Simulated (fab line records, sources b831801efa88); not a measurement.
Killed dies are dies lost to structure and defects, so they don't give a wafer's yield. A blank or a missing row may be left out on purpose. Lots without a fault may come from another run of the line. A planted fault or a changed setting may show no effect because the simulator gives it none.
Problem report in the 8D (eight disciplines) form, filled by code | flow sky130 | the parts of the form that need people (team, actions taken, sign-off) are left out

1. THE PROBLEM
NWELL_2_TW at SKY_NWELL_TW_MEAS_26 reads a mean of 391.9 on 6 wafers of 2 lots; wafers without a fault read 500.3 with a standard deviation of 2.5. That is -43 standard deviations from the usual mean.
First seen on wafer L215.1, day 9 08:05, on film_metro-01. The record holds 36 wafers of 12 lots with a number at this step. Rule for "out", or "out of limits": more than 4 standard deviations from the usual mean. The other wafers with a number count as sound.

2. WHAT IT IS AND WHAT IT IS NOT
question                    | is                     | is not
which readings at this step | NWELL_2_TW             | -
which lots                  | L215, L218             | L200, L201, L202, L204, L205, L206, L209, L210, L212, L217
which wafers of those lots  | all that have a number | -
read on which gauges        | film_metro-01          | film_metro-02, film_metro-03
when                        | from day 9 08:05       | up to then (27 sound wafers); but 3 sound wafers of L217 came after

3. SUSPECTS, AND WHAT RULES EACH OUT
Counting: a tool at a process step up to the reading stays a suspect if it ran every lot that is out and no sound lot after the first of them.
- the gauge at SKY_NWELL_TW_MEAS_26: ruled out. All the wafers that are out were read on film_metro-01, but those of them that SKY_NWELL_IMPLANT_24 has rows for are out there too, on other tools.
- implanter-01 at SKY_NWELL_IMPLANT_24: kept. It ran every lot that is out, first L215 (day 9 07:50), and no sound lot after that; its last sound lot up to then is L212 (day 8 17:25). Its own readings are out on those wafers: dose_ions_cm2, faraday_current_uA.
Left after counting: implanter-01 at SKY_NWELL_IMPLANT_24.

4. THE CAUSE (what the simulator had put in)
Process parameter drift: implanter-01, from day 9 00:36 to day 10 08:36, at SKY_NWELL_IMPLANT_24. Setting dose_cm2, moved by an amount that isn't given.
Counting left only this tool.

5. THE CHAIN OF EFFECTS, in route order
Each row: a reading whose mean over the struck wafers that have a number lies more than 3 standard deviations from the usual. Only readings for which the record gives a usual standard deviation are gone through. hours: the time from each lot's start at the first step in this table that gives one to its start at this step, as a median over the lots. sigmas: the change in usual standard deviations.
hours | step                 | reading            | usual     | on struck wafers | change     | sigmas
0     | SKY_NWELL_IMPLANT_24 | dose_ions_cm2      | 9.202e+12 | 4.183e+12        | -5.019e+12 | -99 or more
0     | SKY_NWELL_IMPLANT_24 | faraday_current_uA | 51.9      | 23.8             | -28.1      | -28
0     | SKY_NWELL_TW_MEAS_26 | NWELL_2_TW         | 500.3     | 391.9            | -108.4     | -43
The process steps in it:
- SKY_NWELL_IMPLANT_24
Later measuring or inspecting steps at which every struck wafer that the step has a row for has a number for every such reading, and none has moved that far: SKY_VIA3_RS_MEAS_22, SKY_VIA4_THK_MEAS_01.

6. WHAT WOULD HAVE CAUGHT IT SOONER
In this record the first reading out of limits at a measuring or inspecting step was taken at day 9 08:05, 7 hours after the fault began at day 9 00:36.
The tool's own readings at SKY_NWELL_IMPLANT_24 were out on every struck wafer that the step has a row for (dose_ions_cm2, faraday_current_uA): an alarm limit on them would have fired on the first of those.
Of the lots that are out (2), L218 began SKY_NWELL_IMPLANT_24 on implanter-01 after day 9 08:05. A hold on the tool at that time would have spared it.
